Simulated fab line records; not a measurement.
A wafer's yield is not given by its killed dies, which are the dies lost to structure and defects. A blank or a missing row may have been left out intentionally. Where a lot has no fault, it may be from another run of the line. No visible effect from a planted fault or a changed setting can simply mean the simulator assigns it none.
Which of the tools did it? :: flow gf180mcu :: 14 lots, 42 wafers sampled, at 3 steps of a route of 602

## WHAT EACH GAUGE READ, for each wafer
GF_VT_IMPLANT_TW_MEAS_10.
lot: L349
measured: day 5 13:37
on: filmMetro-04
VT_IMPLANT_TW: 559.4 556.7 558.0

lot: L350
measured: day 5 20:16
on: filmMetro-01
VT_IMPLANT_TW: 556.8 560.8 559.9

lot: L351
measured: day 6 03:46
on: filmMetro-04
VT_IMPLANT_TW: 558.2 558.2 554.9

lot: L353
measured: day 6 16:02
on: filmMetro-01
VT_IMPLANT_TW: 562.8 561.1 563.0

lot: L354
measured: day 6 23:05
on: filmMetro-01
VT_IMPLANT_TW: 563.7 560.7 562.7

lot: L356
measured: day 7 10:14
on: filmMetro-04
VT_IMPLANT_TW: 554.0 555.5 555.4

lot: L357
measured: day 7 15:22
on: filmMetro-02
VT_IMPLANT_TW: 561.9 562.4 559.1

lot: L358
measured: day 8 01:15
on: filmMetro-04
VT_IMPLANT_TW: 559.5 557.1 556.9

lot: L361
measured: day 8 18:46
on: filmMetro-01
VT_IMPLANT_TW: 561.6 564.3 559.7

lot: L364
measured: day 9 12:22
on: filmMetro-04
VT_IMPLANT_TW: 559.8 557.4 555.9

lot: L365
measured: day 9 19:54
on: filmMetro-04
VT_IMPLANT_TW: 558.1 559.7 556.6

lot: L370
measured: day 11 02:34
on: filmMetro-04
VT_IMPLANT_TW: 559.8 560.1 563.1

lot: L371
measured: day 11 06:58
on: filmMetro-01
VT_IMPLANT_TW: 565.7 562.7 563.8

lot: L372
measured: day 11 13:29
on: filmMetro-01
VT_IMPLANT_TW: 563.7 565.4 562.6

## EACH LOT AND THE TOOL THAT RAN IT (in order: tool; ch and the chambers of the sampled wafers; start)
lot: L349
GF_STI_ETCH_13: rieDiel-04 ch 0,1,2, day 2 02:09
GF_MVPSD_DEVELOP_06: lithoTrack-01 ch 0, day 4 22:00

lot: L350
GF_STI_ETCH_13: rieDiel-04 ch 0,1, day 2 07:33
GF_MVPSD_DEVELOP_06: lithoTrack-01 ch 0, day 5 05:00

lot: L351
GF_STI_ETCH_13: rieDiel-04 ch 0,1, day 2 11:48
GF_MVPSD_DEVELOP_06: lithoTrack-03 ch 0, day 5 12:00

lot: L353
GF_STI_ETCH_13: rieDiel-04 ch 0,1, day 2 21:37
GF_MVPSD_DEVELOP_06: lithoTrack-04 ch 0, day 5 23:00

lot: L354
GF_STI_ETCH_13: rieDiel-01 ch 1,3, day 3 02:48
GF_MVPSD_DEVELOP_06: lithoTrack-01 ch 0, day 6 06:00

lot: L356
GF_STI_ETCH_13: rieDiel-04 ch 1,3, day 3 12:01
GF_MVPSD_DEVELOP_06: lithoTrack-04 ch 0, day 6 17:00

lot: L357
GF_STI_ETCH_13: rieDiel-04 ch 0,1,2, day 3 18:28
GF_MVPSD_DEVELOP_06: lithoTrack-03 ch 0, day 6 23:00

lot: L358
GF_STI_ETCH_13: rieDiel-04 ch 0,3, day 4 00:20
GF_MVPSD_DEVELOP_06: lithoTrack-04 ch 0, day 7 07:00

lot: L361
GF_STI_ETCH_13: rieDiel-01 ch 0,2,3, day 4 16:05
GF_MVPSD_DEVELOP_06: lithoTrack-04 ch 0, day 8 01:00

lot: L364
GF_STI_ETCH_13: rieDiel-01 ch 0,1,2, day 5 06:47
GF_MVPSD_DEVELOP_06: lithoTrack-01 ch 0, day 8 18:00

lot: L365
GF_STI_ETCH_13: rieDiel-04 ch 1,2,3, day 5 12:50
GF_MVPSD_DEVELOP_06: lithoTrack-04 ch 0, day 9 01:00

lot: L370
GF_STI_ETCH_13: rieDiel-04 ch 0,1, day 6 14:34
GF_MVPSD_DEVELOP_06: lithoTrack-01 ch 0, day 10 07:00

lot: L371
GF_STI_ETCH_13: rieDiel-04 ch 0,2,3, day 6 19:15
GF_MVPSD_DEVELOP_06: lithoTrack-03 ch 0, day 10 12:00

lot: L372
GF_STI_ETCH_13: rieDiel-01 ch 0,1,3, day 7 00:15
GF_MVPSD_DEVELOP_06: lithoTrack-01 ch 0, day 10 18:00
- GF_STI_ETCH_13: etches the open film in CHF3/O2, stops on Si, target depth 282.31 nm, time 112.9 s.
- GF_MVPSD_DEVELOP_06: develop time 60 s.

## AS READ BY THE TOOLS THEMSELVES (means over the sampled wafers that have a number; for cases with no such wafer, the mark the record gives instead)
GF_STI_ETCH_13.
lot: L349
tool: rieDiel-04
biasW (W): 199.9
drypumpMotorCurrentA (A): 5.5
oesProductAu (a.u.): 0.827
throttleValvePct (%): 8.806

lot: L350
tool: rieDiel-04
biasW (W): 199.6
drypumpMotorCurrentA (A): 4.9
oesProductAu (a.u.): 0.829
throttleValvePct (%): 8.809

lot: L351
tool: rieDiel-04
biasW (W): 199.4
drypumpMotorCurrentA (A): 5.1
oesProductAu (a.u.): 0.828
throttleValvePct (%): 8.804

lot: L353
tool: rieDiel-04
biasW (W): 200.2
drypumpMotorCurrentA (A): 5.1
oesProductAu (a.u.): 0.835
throttleValvePct (%): 8.808

lot: L354
tool: rieDiel-01
biasW (W): 200.1
drypumpMotorCurrentA (A): 5.7
oesProductAu (a.u.): 0.835
throttleValvePct (%): 8.813

lot: L356
tool: rieDiel-04
biasW (W): 199.9
drypumpMotorCurrentA (A): 5.1
oesProductAu (a.u.): 0.825
throttleValvePct (%): 8.804

lot: L357
tool: rieDiel-04
biasW (W): 199.8
drypumpMotorCurrentA (A): 5.5
oesProductAu (a.u.): 0.827
throttleValvePct (%): 8.815

lot: L358
tool: rieDiel-04
biasW (W): 199.7
drypumpMotorCurrentA (A): 5.3
oesProductAu (a.u.): 0.837
throttleValvePct (%): 8.807

lot: L361
tool: rieDiel-01
biasW (W): 200.1
drypumpMotorCurrentA (A): 5.7
oesProductAu (a.u.): 0.828
throttleValvePct (%): 8.811

lot: L364
tool: rieDiel-01
biasW (W): 200.0
drypumpMotorCurrentA (A): 5.5
oesProductAu (a.u.): 0.837
throttleValvePct (%): 8.819

lot: L365
tool: rieDiel-04
biasW (W): 199.1
drypumpMotorCurrentA (A): 5.5
oesProductAu (a.u.): 0.835
throttleValvePct (%): 8.804

lot: L370
tool: rieDiel-04
biasW (W): 200.1
drypumpMotorCurrentA (A): 4.9
oesProductAu (a.u.): 0.827
throttleValvePct (%): 8.821

lot: L371
tool: rieDiel-04
biasW (W): 200.5
drypumpMotorCurrentA (A): 5.7
oesProductAu (a.u.): 0.836
throttleValvePct (%): 8.810

lot: L372
tool: rieDiel-01
biasW (W): 200.0
drypumpMotorCurrentA (A): 5.5
oesProductAu (a.u.): 0.830
throttleValvePct (%): 8.811

GF_MVPSD_DEVELOP_06.
lot: L349
tool: lithoTrack-01
developerTempC (C): 22.98
exhaustPa (Pa): 44.5

lot: L350
tool: lithoTrack-01
developerTempC (C): 22.91
exhaustPa (Pa): 45.3

lot: L351
tool: lithoTrack-03
developerTempC (C): 23.01
exhaustPa (Pa): 45.2

lot: L353
tool: lithoTrack-04
developerTempC (C): 22.94
exhaustPa (Pa): 45.0

lot: L354
tool: lithoTrack-01
developerTempC (C): 22.78
exhaustPa (Pa): 45.1

lot: L356
tool: lithoTrack-04
developerTempC (C): 22.94
exhaustPa (Pa): 45.3

lot: L357
tool: lithoTrack-03
developerTempC (C): 23.10
exhaustPa (Pa): 44.9

lot: L358
tool: lithoTrack-04
developerTempC (C): 23.09
exhaustPa (Pa): 44.5

lot: L361
tool: lithoTrack-04
developerTempC (C): 22.11
exhaustPa (Pa): 44.7

lot: L364
tool: lithoTrack-01
developerTempC (C): 22.82
exhaustPa (Pa): 45.0

lot: L365
tool: lithoTrack-04
developerTempC (C): 22.08
exhaustPa (Pa): 45.2

lot: L370
tool: lithoTrack-01
developerTempC (C): 22.99
exhaustPa (Pa): 46.4

lot: L371
tool: lithoTrack-03
developerTempC (C): 23.00
exhaustPa (Pa): 45.2

lot: L372
tool: lithoTrack-01
developerTempC (C): 23.00
exhaustPa (Pa): 45.2

## THE ANSWER, worked out from the rows above alone
Rule: the usual values come from the lots themselves. Put in order of their means at a reading, lots are off if they are a third of the lots or fewer, leave a main group of 4 or more, and stand apart from it by a gap of 3 or more times the standard deviation of the main group's means; of several such gaps the widest counts. A main group is skipped when, at the precision printed for the reading in the tables above, its means are all equal. A lot without any number at a reading at which 4 lots or more have one is off too. The other lots that the step has rows for count as sound. Order of review: gauges by route order, followed by the tools' own readings, for which a lot's mean as printed above is used. At the first step where some lot is off, the reading lying furthest off is the one used; lots without a number count as furthest.
Off at GF_MVPSD_DEVELOP_06 (developerTempC): L361, L365. Mean 22.96 C and standard deviation 0.091 in the main group.
A tool fits if, at that step or a process step before it, it ran every lot that is off, and no sound lot after the first of them. One candidate fits, namely lithoTrack-04 at GF_MVPSD_DEVELOP_06. A fault onset in the window from L358 (day 7 07:00, its last sound lot) to L361 (day 8 01:00, its first lot off) fits.
On the lots that are off, the tool's own readings at GF_MVPSD_DEVELOP_06 differ by more than 5 times the standard deviation of the sound lots' means, which bears it out; developerTempC reads 22.09 C there versus 22.96 C on the sound lots.

## WHAT WAS PUT IN BY THE SIMULATOR
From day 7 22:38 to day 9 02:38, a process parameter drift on lithoTrack-04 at GF_MVPSD_DEVELOP_06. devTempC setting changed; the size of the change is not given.
Lots struck among those shown: L361, L365. The rule above reached the same finding.
